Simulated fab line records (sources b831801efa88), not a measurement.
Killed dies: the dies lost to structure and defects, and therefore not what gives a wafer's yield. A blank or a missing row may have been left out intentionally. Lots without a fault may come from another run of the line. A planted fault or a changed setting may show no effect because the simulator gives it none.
Split-lot experiment    flow gf180mcu    5 lots, 23 wafers read, on a route of 602 steps

SPLIT DETAILS
At GF_PSD_EXPOSE_04 (exposes mask Pplus, target cd 400 nm), the setting dose_mj was moved away from the recipe's 140 on 12 of the 23 wafers read, by -2.1% to +6.6%. For the rest of the wafers, this setting stayed at what the recipe calls for.

FROM THE SPLIT TO THE READING: what the file shows between them, 2 steps
- GF_PSD_PEB_05
- GF_PSD_DEVELOP_06: develop time 60 s

THE READING
cd_nm at GF_PSD_CD_MEAS_07, given in nm (cd target 400 nm). Fault-free wafers of this fab line usually give 399.8 nm, standard deviation 2.3 nm.

wafer   tool, chamber at the split  dose_mj as run  against the recipe  cd_nm, nm  against lot-mates on the recipe
L076.1  iline_stepper-02, 0         148.5           +6.1%               414.5      +17.5
L076.2  iline_stepper-02, 0         140             recipe              396.9      -
L076.3  iline_stepper-02, 0         140             recipe              397.2      -
L076.5  iline_stepper-02, 0         148.5           +6.1%               415.4      +18.4
L076.6  iline_stepper-02, 0         148.5           +6.1%               415.0      +18.0
L078.1  iline_stepper-01, 0         137.1           -2.1%               396.0      -5.2
L078.2  iline_stepper-01, 0         137.1           -2.1%               393.6      -7.6
L078.3  iline_stepper-01, 0         140             recipe              399.7      -
L078.4  iline_stepper-01, 0         140             recipe              402.8      -
L078.6  iline_stepper-01, 0         137.1           -2.1%               393.9      -7.4
L081.1  iline_stepper-02, 0         147.7           +5.5%               417.6      +16.4
L081.2  iline_stepper-02, 0         147.7           +5.5%               414.9      +13.7
L081.3  iline_stepper-02, 0         140             recipe              401.7      -
L081.4  iline_stepper-02, 0         147.7           +5.5%               415.9      +14.7
L081.6  iline_stepper-02, 0         140             recipe              400.7      -
L080.1  iline_stepper-02, 0         140             recipe              399.4      -
L080.3  iline_stepper-02, 0         140             recipe              399.9      -
L080.5  iline_stepper-02, 0         140             recipe              397.7      -
L085.1  iline_stepper-01, 0         149.2           +6.6%               416.3      +19.2
L085.2  iline_stepper-01, 0         140             recipe              398.2      -
L085.3  iline_stepper-01, 0         149.2           +6.6%               414.3      +17.2
L085.5  iline_stepper-01, 0         140             recipe              396.0      -
L085.6  iline_stepper-01, 0         149.2           +6.6%               417.8      +20.7

THE FIT
A straight line over all 23 wafers: cd_nm changes by +2.67 nm for each +1% of dose_mj; r = +0.98; the points scatter about the line by 1.9 nm.
The same after taking each lot's own level away (the mean of its wafers on the recipe; 23 wafers): +2.91 nm for each +1%; r = +0.99; scatter 1.2 nm.
According to that fit, moving dose_mj by its largest amount changes the reading by 19 nm.
Across the lots, their own levels run from 397.05 to 401.25 nm, a range of 1.8 times the standard deviation given above.
The two slopes agree, so the slope changes little with the lot-to-lot level.
Check: +18.9 nm against its lot-mates is what the line predicts for one of the wafers moved furthest among these (+6.6%) when that wafer is left out of the fit. Against them it came out at +19.2 nm.

THESE WAFERS: OTHER SPLITS
Note: prior to the reading, these wafers also went through further splits. Each is held against what the fit with the lots' levels taken away leaves over:
other split on the same wafers  wafers away from the commonest value  r with cd_nm (lot level and that fit taken away)
GF_HV_LDD_EXPOSE_04 dose_mj     6                                     -0.03
GF_HV_LDD_COAT_14 spin_rpm      4                                     +0.05
GF_HV_LDD_SOFTBAKE_15 temp_c    6                                     -0.30
GF_HV_LDD_IMPLANT_36 dose_cm2   8                                     -0.16
GF_HV_LDD_CLEAN_51 time_s       18                                    -0.04
GF_NSD_COAT_02 spin_rpm         11                                    -0.24
GF_NSD_IMPLANT_10 energy_kev    8                                     +0.10

THE FILE'S OWN FIT
cd_nm changes by +2.88 nm for each +1% of dose_mj, r = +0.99.
